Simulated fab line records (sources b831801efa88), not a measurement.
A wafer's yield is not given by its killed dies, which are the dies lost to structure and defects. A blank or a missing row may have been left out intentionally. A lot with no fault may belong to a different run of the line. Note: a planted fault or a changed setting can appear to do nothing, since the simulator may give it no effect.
2 desks looking at one fault || flow gf180mcu || only its own numbers are on each desk; what lay behind them is given at the end

THE METROLOGY DESK
What the gauges read for every lot (on any tool): the sampled wafers with a number, averaged. A lot is out of limits, marked OUT, if its mean lies more than 4 standard deviations from the usual mean; the brackets give that distance.
Columns: A = V3_W_RS at GF_V3_RS_MEAS_24, usual 0.325 ohm/sq; B = V3_W_THK at GF_V3_THK_MEAS_25, usual 343 nm
{"lot": "L873", "first seen here": "day 22 09:30", "A": 0.321, "B": 349}
{"lot": "L878", "first seen here": "day 24 08:10", "A": 0.326, "B": 344}
{"lot": "L887", "first seen here": "day 27 06:17", "A": 0.323, "B": 346}
{"lot": "L888", "first seen here": "day 27 14:36", "A": 0.329, "B": 337}
{"lot": "L892", "first seen here": "day 28 16:29", "A": 0.330, "B": 340}
This desk found nothing out of limits on any of the 5 lots.

FOR THE TOOL OWNER'S DESK: pvd sputter-01
The tool's own readings at GF_M4_SPUTTER_01 (material TiN, target thk 30 nm, time 25 s): means of the sampled wafers that have a number, for each lot that ran on this tool. A lot is out of limits, marked OUT, if its mean lies more than 4 standard deviations from the usual mean; the brackets give that distance.
Columns: A = throttle valve pct at GF_M4_SPUTTER_01, usual 30.2 %
{"lot": "L878", "first seen here": "day 24 08:43", "A": 30.8}
{"lot": "L887", "first seen here": "day 27 06:51", "A": 30.2}
This desk found nothing out of limits on any of the 2 lots.

ALL TOGETHER
From the metrology desk's view, nothing was out of limits.
The tool owner's desk saw nothing out of limits.

WHAT THE SIMULATOR HAD PUT IN
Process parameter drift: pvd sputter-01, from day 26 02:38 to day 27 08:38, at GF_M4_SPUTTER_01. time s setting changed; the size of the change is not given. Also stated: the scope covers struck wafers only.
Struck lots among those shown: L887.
